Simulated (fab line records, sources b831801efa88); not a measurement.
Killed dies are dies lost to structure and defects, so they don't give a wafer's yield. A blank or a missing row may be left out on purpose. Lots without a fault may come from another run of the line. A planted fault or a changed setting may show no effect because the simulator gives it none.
A struck lot beside a sound one | flow sky130 | 15 steps out of a route of 708
Sound: wafers L267.1, L267.4, L267.6. Struck: wafers L265.3, L265.5, L265.6. The cause comes at the end.
At each step with rows: each side's tool, then ch and its chambers, then its first start. Under that, the readings that differ: sound wafers | struck wafers | difference of the means | sigmas: that difference in standard deviations of wafers without a fault.
alike: readings whose means differ by less than 2 such deviations, and words and numbers that are the same on both sides. not compared: withheld readings, readings that some wafer has no value for, bounds like >300 that may hide the same value, and numbers for which the record gives no deviation and whose values overlap.
The two part at a step that has a row with sigmas, a row that says differs or no value, or rows on one side only. Numbers that don't overlap but have no deviation are shown without sigmas and don't part them. A reading that every wafer of one side lacks parts them only if that side has two wafers or more.

SKY_VIA1_CD_MEAS_12: target cd 150 nm.
  sound on cd_sem-02, day 39 06:29; struck on cd_sem-01, day 38 13:45
  alike: cd_nm
SKY_VIA1_OVL_MEAS_13:
  sound on overlay-01, day 39 06:37; struck on overlay-01, day 38 13:50
  alike: VIA1_OVL
SKY_VIA1_ETCH_14: etches BARC in N2/H2, stops on SiO2, time 45.9 s, target depth 60 nm.
  sound on rie_diel-04 ch 0,1, day 39 06:39; struck on rie_diel-04 ch 0,3, day 38 13:52
  alike: drypump_motor_current_A, oes_product_au, throttle_valve_pct
  not compared: rf_hours_counter_h
SKY_VIA1_ETCH_15: etches SiO2 in C4F8/O2/Ar, stops on TiN, target depth 351 nm, time 54 s.
  sound on rie_diel-04 ch 0,1, day 39 06:41; struck on rie_diel-04 ch 0,3, day 38 13:55
  alike: oes_product_au
  not compared: rf_hours_counter_h
SKY_VIA1_STRIP_16: strips in O2/N2.
  sound on plasma_asher-02 ch 0,1, day 39 06:44; struck on plasma_asher-02 ch 0,1, day 38 13:59
  alike: drypump_motor_current_A, oes_product_au, strip_time_to_endpoint_s
  not compared: rf_hours_counter_h
then, 3 steps without rows for these wafers: SKY_VIA1_STRIP_17 (strips in post etch residue remover, time 1200 s); SKY_VIA1_CLEAN_18 (cleans in IPA, time 180 s); SKY_VIA1_CLEAN_19 (cleans in O3/DIW).
SKY_VIA1_SPUTTER_20: material TiN, target thk 20 nm, time 80 s.
  sound on pvd_sputter-04, day 39 07:20; struck on pvd_sputter-01, day 38 14:35
  alike: throttle_valve_pct
SKY_VIA1_CVD_21: deposits W, target thk 270 nm, time 80.902 s.
  sound on cvd_w-02 ch 0,1, day 39 07:23; struck on cvd_w-01 ch 0,1, day 38 14:41
  alike: heater_power_w
SKY_VIA1_RS_MEAS_22: measures by four-point-probe.
  sound on film_metro-03, day 39 07:29; struck on film_metro-03, day 38 14:47
  alike: VIA1_W_RS
SKY_VIA1_THK_MEAS_23: measures by xrf.
  sound on film_metro-03, day 39 07:36; struck on film_metro-03, day 38 14:53
  alike: VIA1_W_THK
SKY_VIA1_CMP_24: polishes, stops on SiO2, t overpolish 15 s, target thk 0 nm.
  sound on cmp-02 ch 0,1,3, day 39 07:43; struck on cmp-01 ch 0,1,2, day 38 15:04
  reading                | sound                | struck            | difference | sigmas
  overpolish_run_s (s)   | 15.002 15.011 14.986 | 0.043 0.037 0.045 | -14.958    | -99 or more
  time_to_endpoint_s (s) | 62 65 64             | 104 105 104       | +41        | +12
  alike: motor_current_A
then, 1 step without rows for these wafers: SKY_METAL2_SPUTTER_00 (material Ti, target thk 15 nm, time 10 s).
-- the record jumps here: 11 days lie between the struck wafers' starts before and after (it left off in module METAL2 and takes up again in module PAD_OPEN, whose first step shown is number 708 of the route) --
SKY_PAD_OPEN_PROBE_99:
  sound on prober-02, day 49 20:59; struck on prober-01, day 49 05:36
  reading             | sound      | struck      | difference | sigmas
  killed_at_front_end | 22 19 22   | 421 418 416 | +397       | +81
  killed_dies         | 106 93 100 | 492 492 492 | +392       | +36
  killed_on_rim       | 19 15 16   | 96 96 96    | +79        | +21
  alike: killed_at_M0_to_M3, killed_at_M4_up, killed_at_contacts, killed_at_other, killed_open, killed_short

WHERE THEY PART
First at SKY_VIA1_CMP_24; last, within this record, at SKY_PAD_OPEN_PROBE_99.

WHY: what the simulator had put in
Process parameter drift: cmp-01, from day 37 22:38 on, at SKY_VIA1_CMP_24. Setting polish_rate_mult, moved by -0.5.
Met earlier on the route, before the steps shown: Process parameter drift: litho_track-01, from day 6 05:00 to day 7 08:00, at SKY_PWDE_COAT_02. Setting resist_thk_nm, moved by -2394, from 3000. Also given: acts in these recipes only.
